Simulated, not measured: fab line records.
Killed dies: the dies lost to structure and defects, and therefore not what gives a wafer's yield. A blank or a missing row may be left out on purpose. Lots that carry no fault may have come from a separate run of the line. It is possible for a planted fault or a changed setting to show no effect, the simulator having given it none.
Problem report in the 8D (eight disciplines) form, filled by code | flow gf180mcu | the parts of the form that need people (team, actions taken, sign-off) are left out

## 1. THE ISSUE
cd_nm at GF_M2_CD_MEAS_14 reads a mean of 303.6 nm on 6 wafers of 2 lots; wafers without a fault read 280.4 nm with a standard deviation of 1.3. Relative to the usual mean, that is a shift of +18 standard deviations.
The step: target cd 280 nm.
The first sign was on wafer L270.2 at day 22 15:52, on cd_sem-01. Wafers with a number at this step in the record: 18, from 6 lots. Rule for "out", or "out of limits": more than 4 standard deviations from the usual mean. All remaining wafers that have a number are taken as sound.

## 2. WHAT IT IS; WHAT IT IS NOT
question                    | is                     | is not
which readings at this step | cd_nm                  | -
which lots                  | L270, L274             | L265, L269, L281, L284
which wafers of those lots  | all that have a number | -
read on which gauges        | cd_sem-01              | cd_sem-02
when                        | from day 22 15:52      | up to then (6 sound wafers); but 6 sound wafers of L281, L284 came after

## 3. THE SUSPECTS, EACH WITH WHAT RULES IT OUT
Counting: a tool stays on the suspect list if, at a process step up to the reading, it processed all lots that are out and no sound lot following the first of them.
- the gauge at GF_M2_CD_MEAS_14 is ruled out. All the wafers that are out were read on cd_sem-01, but those of them that GF_M2_SOFTBAKE_10 has rows for are out there too, on other tools.
- pvd_sputter-01 at GF_M2_SPUTTER_00 (material Ti, target thk 37.5 nm, time 150 s): ruled out as a lasting fault. Sound lots L281, L284 ran on it after its first lot that is out, L270 (day 21 16:51).
- pvd_sputter-01 at GF_M2_SPUTTER_01 (material TiN, target thk 30 nm, time 25 s): ruled out as a lasting fault. Sound lots L281, L284 ran on it after its first lot that is out, L270 (day 21 16:57).
- pvd_sputter-01 at GF_M2_SPUTTER_02 (material AlCu, target thk 450 nm, time 23.9 s): ruled out as a lasting fault. Sound lots L281, L284 ran on it after its first lot that is out, L270 (day 21 16:59).
- pvd_sputter-01 at GF_M2_SPUTTER_03 (material Ti, target thk 10 nm, time 6.7 s): ruled out as a lasting fault. Sound lots L281, L284 ran on it after its first lot that is out, L270 (day 21 17:01).
- pvd_sputter-01 at GF_M2_SPUTTER_04 (material TiN, target thk 50 nm, time 41.7 s): ruled out as a lasting fault. Sound lots L281, L284 ran on it after its first lot that is out, L270 (day 21 17:02).
- litho_track-01 at GF_M2_SOFTBAKE_10 (time 60 s): ruled out as a lasting fault. Sound lots L284 ran on it after its first lot that is out, L270 (day 22 04:16).
Left after counting: nothing in the record.

## 4. THE CAUSE (what the simulator had put in)
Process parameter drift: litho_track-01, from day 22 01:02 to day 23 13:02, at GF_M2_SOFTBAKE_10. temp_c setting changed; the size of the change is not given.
The count ruled it out by mistake, since the rule takes a fault to strike every lot its tool runs from the start of the fault on, and this one did not do so.

## 5. SEQUENCE OF EFFECTS, ordered by route
Rows list readings where the struck wafers' mean (over those with a number) sits beyond 3 standard deviations from the usual. Readings are gone through only where the record gives a usual standard deviation; hours: the median, over the lots, of the time from a lot's start at the first step in this table giving one to that lot's start at this step; sigmas: the change measured in usual standard deviations.
hours | step              | reading                  | usual    | on struck wafers | change | sigmas
0     | GF_M2_SOFTBAKE_10 | heater_power_total_W     | 93.05 W  | 80.43            | -12.62 | -99 or more
0     | GF_M2_SOFTBAKE_10 | plate_temp_C             | 130.00 C | 116.45           | -13.55 | -99 or more
12    | GF_M2_CD_MEAS_14  | cd_nm                    | 280.4 nm | 303.6            | +23.2  | +18
12    | GF_M2_STRIP_17    | strip_time_to_endpoint_s | 7.88 s   | 8.06             | +0.18  | +4.6
The process steps in it:
- GF_M2_SOFTBAKE_10: time 60 s.
- GF_M2_STRIP_17: strips in O2/N2.
Later steps that measure or inspect, where all struck wafers having a row at the step show a number for every such reading and not one has moved that far: GF_M2_OVL_MEAS_15.

## 6. WHAT WOULD HAVE CAUGHT IT SOONER
The first out-of-limits reading at a measuring or inspecting step in this record came at day 22 15:52, 15 hours after the fault's start at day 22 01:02.
The tool's own readings at GF_M2_SOFTBAKE_10 were out on every struck wafer that the step has a row for (heater_power_total_W, plate_temp_C): an alarm limit on them would have fired on the first of those.
